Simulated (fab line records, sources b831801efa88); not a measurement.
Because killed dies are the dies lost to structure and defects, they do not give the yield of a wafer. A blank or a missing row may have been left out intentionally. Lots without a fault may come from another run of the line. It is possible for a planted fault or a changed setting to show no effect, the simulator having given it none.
Struck lot and sound lot, side by side | flow sky130 | 15 out of 708 route steps
Sound: wafers L364.1, L364.2, L364.4. Wafers L376.3, L376.5, L376.6 were the ones struck. At the end, the cause is stated.
Per side, at each step with rows, come the tool, then ch with its chambers, and then its first start. Under that, the readings that differ: sound wafers | struck wafers | difference of the means | sigmas: that difference in standard deviations of wafers without a fault.
alike: words and numbers the same on both sides, and readings whose means are apart by under 2 such deviations; not compared: readings that were withheld, readings missing a value for some wafer, numbers with overlapping values and no deviation given by the record, and bounds like >300 which may hide the same value.
A row with sigmas, a row that says differs or no value, or rows on one side alone: a step with any of these is where the two part. Numbers that have no deviation but don't overlap get no sigmas and don't part them. Lack of a reading on every wafer of one side parts them only where that side has two or more wafers.

SKY_METAL5_SPUTTER_01: material TiN, target thk 20 nm, time 16.7 s.
  sound: pvd_sputter-04 at day 44 21:35; struck: pvd_sputter-04 at day 48 02:02
  alike: throttle_valve_pct
SKY_METAL5_SPUTTER_02: material AlCu, target thk 1150 nm, time 61.2 s.
  sound: pvd_sputter-04 at day 44 21:36; struck: pvd_sputter-04 at day 48 02:04
  alike: throttle_valve_pct
SKY_METAL5_SPUTTER_03: material Ti, target thk 5 nm, time 3.3 s.
  sound: pvd_sputter-04 at day 44 21:39; struck: pvd_sputter-04 at day 48 02:07
  alike: throttle_valve_pct
SKY_METAL5_SPUTTER_04: material TiN, target thk 70 nm, time 58.3 s.
  sound: pvd_sputter-04 at day 44 21:40; struck: pvd_sputter-04 at day 48 02:08
  alike: throttle_valve_pct
SKY_METAL5_RS_MEAS_05: uses a four-point probe to measure.
  sound: film_metro-01 at day 44 21:43; struck: film_metro-02 at day 48 02:14
  alike: METAL5_ALCU_RS
SKY_METAL5_THK_MEAS_06: measures by xrf.
  sound: film_metro-01 at day 44 21:50; struck: film_metro-02 at day 48 02:20
  alike: METAL5_ALCU_THK
then, 6 steps without rows for these wafers: SKY_METAL5_DEHYDRATE_07 (time 60 s); SKY_METAL5_HMDS_08 (prime time 60 s); SKY_METAL5_COAT_09 (resist thk 1800 nm); SKY_METAL5_SOFTBAKE_10 (time 60 s); SKY_METAL5_EXPOSE_11 (exposes mask MM5, target cd 1600 nm); SKY_METAL5_PEB_12.
SKY_METAL5_DEVELOP_13: develop time 60 s.
  sound on litho_track-04 ch 0, day 45 18:44; struck on litho_track-04 ch 0, day 48 19:59
  reading              | sound             | struck            | difference | sigmas
  developer_temp_C (C) | 23.07 23.29 23.22 | 25.34 25.39 25.11 | +2.09      | +19
SKY_METAL5_DESCUM_14: chemistry O2, time 11 s.
  sound on rie_metal-04 ch 0,1, day 45 18:53; struck on rie_metal-01 ch 0,1, day 48 20:06
  reading               | sound             | struck            | difference | sigmas
  oes_product_au (a.u.) | 1.011 1.014 1.016 | 1.001 0.999 0.994 | -0.016     | -2
  alike: drypump_motor_current_A, rf_fwd_power_W
  not compared: rf_hours_counter_h
SKY_PAD_OPEN_PROBE_99:
  sound: prober-01 at day 47 14:19; struck: prober-02 at day 50 09:58
  alike: defect_limited_yield, killed_at_M0_to_M3, killed_at_M4_up, killed_at_contacts, killed_at_front_end, killed_at_other, killed_dies, killed_open, killed_short, sort_bin_3_pad_short, sort_bin_5_function, sort_bin_6_memory, sort_n_pass, sort_yield_pct

## WHERE THEY PART
Earliest at SKY_METAL5_DEVELOP_13; latest, in this record, at SKY_METAL5_DESCUM_14. Later steps at which nothing parts them and some readings are alike: SKY_PAD_OPEN_PROBE_99.

WHY: the cause the simulator had injected
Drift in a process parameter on litho_track-04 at SKY_METAL5_DEVELOP_13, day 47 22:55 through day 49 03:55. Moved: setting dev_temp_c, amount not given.
